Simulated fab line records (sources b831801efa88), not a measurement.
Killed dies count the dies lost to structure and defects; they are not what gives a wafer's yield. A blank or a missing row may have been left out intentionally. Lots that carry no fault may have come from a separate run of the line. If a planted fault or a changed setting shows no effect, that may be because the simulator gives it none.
fab line records | flow sky130
record: lots: 10 wafers: 30 lastDay: 50
route steps=708 shown METAL3@568 VIA3@596 METAL4@634 VIA4@651
lots that met no fault: from a run of the same line without faults
startH: hours from the record's first day to the start of the lot's first wafer shown | waitH: how many hours have passed since the lot's step before this one | " unchanged from the row above | L1.1+2: a row that stands for several wafers | - value missing, or start not given | * or withheld: withheld | < > ~ a bound
route shown NAME@n: NAME is a module with steps in the file, n the number in the route of the first one | usual: mean/standard deviation of fault-free wafers | same: alike in all rows | chamber/n: place in a boat | sites: each site's reading | _std_site: their standard deviation | _edge_site: mean of outer sites minus mean of inner sites | radiusMm: how far each site lies from the wafer's centre | mask NAME#n: copy n | behind: the tool/chamber that last shaped the wafer | hold: why the lot went on hold/how many hours it stayed there/how the hold came to an end | device: the n, p or np transistor that did not switch | end of line: at the end of the route, the tests of the same wafers | a step with no rows: only its recipe | killed: dies that structure and defects cost at the first sort, which is not the same as the wafer's yield | map: the dies of a wafer, with x for killed, . for not killed, _ for no die there
set.NAME: setting as actually run; set.NAME@STEP: the setting as run at that earlier step | model.NAME: the simulator's own value behind a step, which no gauge read
a sample of lots followed through the steps of the route, with each step as a table and each wafer as a row
services: a tool's chamber out of use, with start hour (startH, from the record's first day; less than 0 if before it), hours out, and reason
== steps ==
step: SKY_METAL3_METAL_ETCH_18
recipe: targetDepthA: 8450 stopOn: SiO2 overEtchFrac: 0.3 timeS: 183.1 chemistry: Cl2/BCl3 resistSidewallDeg: 88 pressureMtorr: 10 icpW: 900 biasW: 48.5 Cl2_flow_sccm: 60 bcl3FlowSccm: 30
usual: drypumpMotorCurrentA: 5.7/0.32 oesProductAu: 0.865/0.0055 runLengthS: 211.6/0.35 throttleValvePct: 22.265/0.0085
columns lot.wafer tool chamber startH waitH drypumpMotorCurrentA oesProductAu rfHoursCounterH runLengthS throttleValvePct
L335.1 rieMetal-03 0 914.62 0.0 6.1 0.861 12 212.0 22.281
L335.3 " 0 " " 6.1 0.864 - 212.1 22.276
L335.4 " 1 " " 5.6 0.858 - 210.8 22.281
L337.2 rieMetal-02 1 925.94 0.0 5.4 0.869 0 211.6 22.256
L337.3 " 0 " " 5.9 0.857 - 211.3 22.262
L337.5 " 1 " " 5.4 0.864 - 211.8 22.270
L338.1 rieMetal-02 1 928.24 0.0 5.4 0.874 1 211.7 22.261
L338.5 " 0 " " 6.0 0.862 - 212.0 22.252
L338.6 " 1 " " 5.4 0.874 - 211.4 22.273
L339.3 rieMetal-02 1 946.80 0.1 5.4 0.863 - 211.8 22.262
L339.4 " 0 " " 5.9 0.866 - 211.9 22.269
L339.5 " 1 " " 5.4 0.863 - 212.2 22.260
L345.2 rieMetal-04 1 981.74 0.0 5.2 0.873 18 211.5 22.273
L345.3 " 0 " " 6.0 0.870 - 211.3 22.261
L345.5 " 0 " " 6.0 0.874 - 211.5 22.257
L346.1 rieMetal-04 1 989.02 0.0 5.2 0.861 18 211.7 22.266
L346.5 " 1 " " 5.2 0.859 - 212.0 22.260
L346.6 " 0 " " 5.9 0.870 - 211.0 22.279
L350.2 rieMetal-03 1 1019.79 0.0 5.6 0.860 16 211.1 22.263
L350.4 " 0 " " 6.1 0.864 - 211.7 22.252
L350.6 " 1 " " 5.6 0.855 - 211.3 22.276
L348.2 rieMetal-04 0 1023.18 0.0 6.0 0.868 6 211.2 22.263
L348.5 " 1 " " 5.2 0.871 - 211.9 22.280
L348.6 " 0 " " 6.0 0.876 - 211.2 22.262
L349.1 rieMetal-04 1 1024.15 0.0 5.2 0.859 20 211.6 22.258
L349.4 " 1 " " 5.2 0.862 - 212.3 22.262
L349.6 " 1 " " 5.2 0.861 - 211.6 22.262
L357.4 rieMetal-02 0 1074.20 0.1 5.9 0.867 - 212.2 22.275
L357.5 " 0 " " 6.0 0.865 - 211.6 22.257
L357.6 " 1 " " 5.4 0.871 - 211.4 22.257
step: SKY_VIA3_THK_MEAS_23
recipe: thkMeasGauge: xrf reads: W_of_VIA3_CVD_21
usual: VIA3_W_THK: 381/5.4
columns lot.wafer tool chamber startH waitH VIA3_W_THK[nm]
L335.1 filmMetro-01 - 941.84 0.1 385
L335.3 " - " " 381
L335.4 " - " " 387
L337.2 filmMetro-02 - 953.48 0.1 385
L337.3 " - " " 378
L337.5 " - " " 382
L338.1 filmMetro-03 - 955.70 0.1 385
L338.5 " - " " 390
L338.6 " - " " 388
L339.3 filmMetro-03 - 973.44 0.1 380
L339.4 " - " " 382
L339.5 " - " " 380
L345.2 filmMetro-03 - 1008.00 0.1 381
L345.3 " - " " 380
L345.5 " - " " 381
L346.1 filmMetro-03 - 1014.09 0.1 379
L346.5 " - " " 377
L346.6 " - " " 376
L350.2 filmMetro-02 - 1043.98 0.1 371
L350.4 " - " " 378
L350.6 " - " " 380
L348.2 filmMetro-03 - 1048.34 0.1 377
L348.5 " - " " 378
L348.6 " - " " 378
L349.1 filmMetro-02 - 1049.92 0.1 379
L349.4 " - " " 378
L349.6 " - " " 381
L357.4 filmMetro-01 - 1097.59 0.1 386
L357.5 " - " " 383
L357.6 " - " " 382
step: SKY_METAL4_METAL_ETCH_18
recipe: targetDepthA: 8450 stopOn: SiO2 overEtchFrac: 0.3 timeS: 183.1 chemistry: Cl2/BCl3 resistSidewallDeg: 88 pressureMtorr: 10 icpW: 900 biasW: 48.5 Cl2_flow_sccm: 60 bcl3FlowSccm: 30
usual: drypumpMotorCurrentA: 5.8/0.55 oesProductAu: 0.863/0.0049 runLengthS: 211.3/0.46 throttleValvePct: 22.265/0.0099
columns lot.wafer tool chamber startH waitH drypumpMotorCurrentA oesProductAu rfHoursCounterH runLengthS throttleValvePct
L335.1 rieMetal-01 0 988.49 0.0 5.3 0.872 15 210.5 22.258
L335.3 " 1 " " 6.7 0.866 - 211.0 22.271
L335.4 " 0 " " 5.4 0.870 - 210.8 22.249
L337.2 rieMetal-03 1 1001.74 0.0 5.6 0.861 15 210.8 22.262
L337.3 " 0 " " 6.1 0.866 - 211.9 22.264
L337.5 " 0 " " 6.1 0.864 - 212.0 22.260
L338.1 rieMetal-03 1 1005.69 0.0 5.6 0.873 16 210.9 22.268
L338.5 " 0 " " 6.1 0.862 - 212.2 22.261
L338.6 " 1 " " 5.6 0.871 - 211.1 22.255
L339.3 rieMetal-04 0 1021.46 0.1 6.0 0.857 - 211.1 22.268
L339.4 " 1 " " 5.2 0.864 - 211.7 22.264
L339.5 " 0 " " 5.9 0.860 - 211.1 22.247
L345.2 rieMetal-01 0 1053.99 0.0 5.3 0.863 20 210.6 22.255
L345.3 " 0 " " 5.3 0.863 - 210.8 22.256
L345.5 " 0 " " 5.3 0.862 - 210.5 22.257
L346.1 rieMetal-01 0 1058.79 0.0 5.3 0.867 21 211.2 22.267
L346.5 " 0 " " 5.3 0.870 - 210.6 22.265
L346.6 " 1 " " 6.8 0.930 - 199.9 22.263
L350.2 rieMetal-01 1 1086.94 0.0 6.7 0.923 20 200.6 22.258
L350.4 " 1 " " 6.7 0.912 - 200.1 22.267
L350.6 " 0 " " 5.3 0.861 - 211.0 22.257
L348.2 rieMetal-04 0 1091.95 0.0 6.0 0.855 9 211.1 22.254
L348.5 " 0 " " 6.0 0.856 - 211.1 22.270
L348.6 " 1 " " 5.2 0.863 - 211.8 22.271
L349.1 rieMetal-04 1 1094.00 0.0 5.2 0.862 23 212.0 22.264
L349.4 " 1 " " 5.2 0.867 - 211.9 22.257
L349.6 " 1 " " 5.2 0.860 - 211.7 22.267
L357.4 rieMetal-04 0 1138.24 0.1 5.9 0.868 - 211.6 22.267
L357.5 " 1 " " 5.2 0.869 - 211.7 22.261
L357.6 " 0 " " 6.0 0.862 - 211.2 22.272
step: SKY_METAL4_STRIP_19
recipe: chemistry: O2/N2 powerW: 1400 pressureMtorr: 1500 platenTempC: withheld o2FlowSccm: 3000 n2FlowSccm: 300 overashFraction: 0.5
usual: drypumpMotorCurrentA: 5.9/0.42 oesProductAu: 0.501/0.0056 stripTimeToEndpointS: 6.51/0.073
columns lot.wafer tool chamber startH waitH drypumpMotorCurrentA oesProductAu rfHoursCounterH stripTimeToEndpointS
L335.1 plasmaAsher-04 1 988.67 0.1 6.1 0.497 120 6.44
L335.3 " 0 " " 5.7 0.498 - 6.59
L335.4 " 1 " " 6.1 0.506 - 6.49
L337.2 plasmaAsher-04 0 1001.92 0.1 5.7 0.501 121 6.52
L337.3 " 0 " " 5.7 0.500 - 6.40
L337.5 " 0 " " 5.7 0.496 - 6.43
L338.1 plasmaAsher-03 0 1005.87 0.1 5.3 0.495 61 6.51
L338.5 " 1 " " 5.7 0.491 - 6.46
L338.6 " 0 " " 5.3 0.503 - 6.52
L339.3 plasmaAsher-03 1 1021.61 0.1 5.8 0.508 - 6.56
L339.4 " 0 " " 5.3 0.505 - 6.65
L339.5 " 0 " " 5.3 0.489 - 6.48
L345.2 plasmaAsher-03 1 1054.17 0.1 5.7 0.503 65 6.49
L345.3 " 0 " " 5.3 0.499 - 6.44
L345.5 " 1 " " 5.7 0.506 - 6.47
L346.1 plasmaAsher-03 1 1058.97 0.1 5.7 0.497 66 6.43
L346.5 " 1 " " 5.7 0.505 - 6.52
L346.6 " 0 " " 5.3 0.517 - 6.88
L350.2 plasmaAsher-03 1 1087.12 0.1 5.7 0.513 66 6.88
L350.4 " 1 " " 5.7 0.517 - 6.93
L350.6 " 1 " " 5.8 0.508 - 6.51
L348.2 plasmaAsher-03 1 1092.12 0.1 5.7 0.503 67 6.50
L348.5 " 1 " " 5.8 0.509 - 6.53
L348.6 " 0 " " 5.3 0.507 - 6.59
L349.1 plasmaAsher-01 0 1094.17 0.1 5.7 0.508 33 6.60
L349.4 " 0 " " 5.8 0.510 - 6.63
L349.6 " 0 " " 5.7 0.505 - 6.61
L357.4 plasmaAsher-04 0 1138.40 0.1 5.7 0.498 - 6.48
L357.5 " 1 " " 6.1 0.500 - 6.57
L357.6 " 0 " " 5.7 0.501 - 6.52
step: SKY_VIA4_ETCH_12
recipe: target: SiO2 chemistry: C4F8/O2/Ar stopOn: TiN maskMaterial: NOVOLAK sourceW: 1500 biasW: 1200 pressureMtorr: 40 c4f8FlowSccm: withheld O2_flow_sccm: 6 Ar_flow_sccm: 300 timeS: withheld targetDepthA: 5800
usual: oesProductAu: 0.925/0.0046
columns lot.wafer tool chamber startH waitH oesProductAu
L335.1 rieDiel-02 2 1011.07 0.0 0.928
L335.3 " 3 " " 0.923
L335.4 " 1 " " 0.922
L337.2 rieDiel-02 0 1025.87 0.0 0.919
L337.3 " 0 " " 0.922
L337.5 " 0 " " 0.932
L338.1 rieDiel-04 1 1029.12 0.0 0.921
L338.5 " 1 " " 0.915
L338.6 " 0 " " 0.924
L339.3 rieDiel-01 3 1045.26 0.0 0.924
L339.4 " 0 " " 0.916
L339.5 " 2 " " 0.922
L345.2 rieDiel-02 0 1076.16 0.0 0.928
L345.3 " 3 " " 0.926
L345.5 " 3 " " 0.927
L346.1 rieDiel-04 1 1081.01 0.0 0.923
L346.5 " 2 " " 0.939
L346.6 " 1 " " 0.923
L350.2 rieDiel-04 0 1107.16 0.0 0.927
L350.4 " 2 " " 0.929
L350.6 " 1 " " 0.925
L348.2 rieDiel-02 2 1111.66 0.0 0.929
L348.5 " 2 " " 0.919
L348.6 " 0 " " 0.913
L349.1 rieDiel-02 3 1113.17 0.0 0.928
L349.4 " 3 " " 0.918
L349.6 " 2 " " 0.922
L357.4 rieDiel-04 0 1157.47 0.0 0.925
L357.5 " 1 " " 0.927
L357.6 " 0 " " 0.926
== services ==
columns tool chamber startH hours kind
rieDiel-01 3 907.23 3.8 repair
plasmaAsher-01 - 912.98 1.5 repair
plasmaAsher-01 - 967.23 26.0 repair
rieDiel-04 0 982.83 8.3 repair
rieDiel-04 - 998.18 14.6 pm
rieDiel-02 2 1013.35 41.0 repair
rieDiel-04 1 1014.09 10.5 repair
rieDiel-02 1 1021.42 100.9 repair
rieMetal-04 - 1028.83 28.1 pm
plasmaAsher-03 - 1036.43 1.5 repair
rieDiel-01 2 1046.03 1.7 repair
rieMetal-03 - 1046.07 28.1 pm
rieDiel-04 2 1049.63 17.6 repair
rieDiel-01 2 1051.45 2.9 repair
plasmaAsher-04 - 1055.27 9.0 pm
plasmaAsher-03 - 1065.78 2.9 repair
plasmaAsher-03 - 1068.72 15.6 pm
rieDiel-01 - 1081.61 0.8 repair
rieDiel-01 0 1090.00 1.7 repair
rieDiel-02 - 1093.14 3.0 repair
rieDiel-02 0 1095.37 5.4 repair
rieDiel-02 0 1122.31 - clean
rieDiel-02 0 1122.31 19.0 scheduledDown
rieDiel-02 0 1152.69 1.6 repair
== key ==
firstSign: step: SKY_METAL4_METAL_ETCH_18 reading: runLengthS direction: down sigmas: 24 usual: * struck: *
effect: step: SKY_METAL4_METAL_ETCH_18 reading: oesProductAu direction: up sigmas: 12 usual: 0.863 struck: 0.922
effect: step: SKY_METAL4_STRIP_19 reading: stripTimeToEndpointS direction: up sigmas: 5.3 usual: * struck: *
metAt SKY_METAL4_METAL_ETCH_18
struckLots L346,L350
struckWafers L346.6,L350.2,L350.4
notActingAt SKY_METAL3_METAL_ETCH_18,SKY_VIA3_THK_MEAS_23,SKY_VIA4_ETCH_12
onsetBetween 988.49 1058.79
fault: kind: processParameterDrift tool: rieMetal-01 chamber: 1 onsetH: 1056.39 steps: SKY_METAL4_METAL_ETCH_18 channel: timeS offset: * shape: step endH: 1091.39 actsIn: * stated: *
